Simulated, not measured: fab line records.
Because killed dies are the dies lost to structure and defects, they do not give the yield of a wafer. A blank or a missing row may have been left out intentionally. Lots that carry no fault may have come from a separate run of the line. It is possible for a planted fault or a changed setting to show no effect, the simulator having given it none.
Matching of chambers -- flow sfq line -- 4 sister chambers for SFQ_TRILAYER_I6_CMP_CMP_166 on cmp-02
The step polishes SiO2. 8 wafers are shown with their chamber, then 7 later ones without.

EACH WAFER AND ITS CHAMBER
wafer,chamber,motor current A (A),edge zone pressure frac
L499.3,2,8.8,0.995
L499.4,1,9.3,1.005
L504.4,2,8.7,1.005
L506.3,3,9.1,1.009
L506.5,0,9.2,0.989
L506.6,3,8.6,1.000
L507.1,1,8.9,0.998
L507.4,0,9.0,0.997

WAFERS WHOSE CHAMBER IS MISSING
wafer,motor current A (A),edge zone pressure frac
L507.3,9.0,0.999
L508.3,8.6,0.996
L508.4,8.5,0.998
L508.2,8.4,1.010
L511.1,8.8,1.011
L511.5,9.6,1.002
L511.6,8.1,0.998

CHAMBER TAKEN BY EACH
wafer,from the rows above,in truth
L507.3,can't be placed: 1 or 2 or 0 or 3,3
L508.3,can't be placed: 2 or 3 or 0 or 1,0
L508.4,can't be placed: 2 or 3 or 1 or 0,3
L508.2,can't be placed: 3 or 2 or 1 or 0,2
L511.1,can't be placed: 3 or 2 or 1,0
L511.5,can't be placed: 1 or 0 or 3 or 2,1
L511.6,can't be placed: 2 or 3 or 1 or 0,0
Placed correctly: 0 of 7. These rows do not allow placing 7 (true chamber among the candidates in 6). Number placed wrongly: 0.
How it was worked out, from the rows above alone: a wafer's distance from a chamber is the root of the sum, over the readings, of the square of ((its reading less the chamber's mean) divided by the reading's scatter). The wafer belongs to the nearest chamber; if the next one is less than 2 further off, it can't be placed. A chamber's mean is the mean of its shown wafers. The scatter: take each reading less its chamber's mean, square it, sum over the shown wafers, divide by the number of wafers less the number of chambers, and take the root.
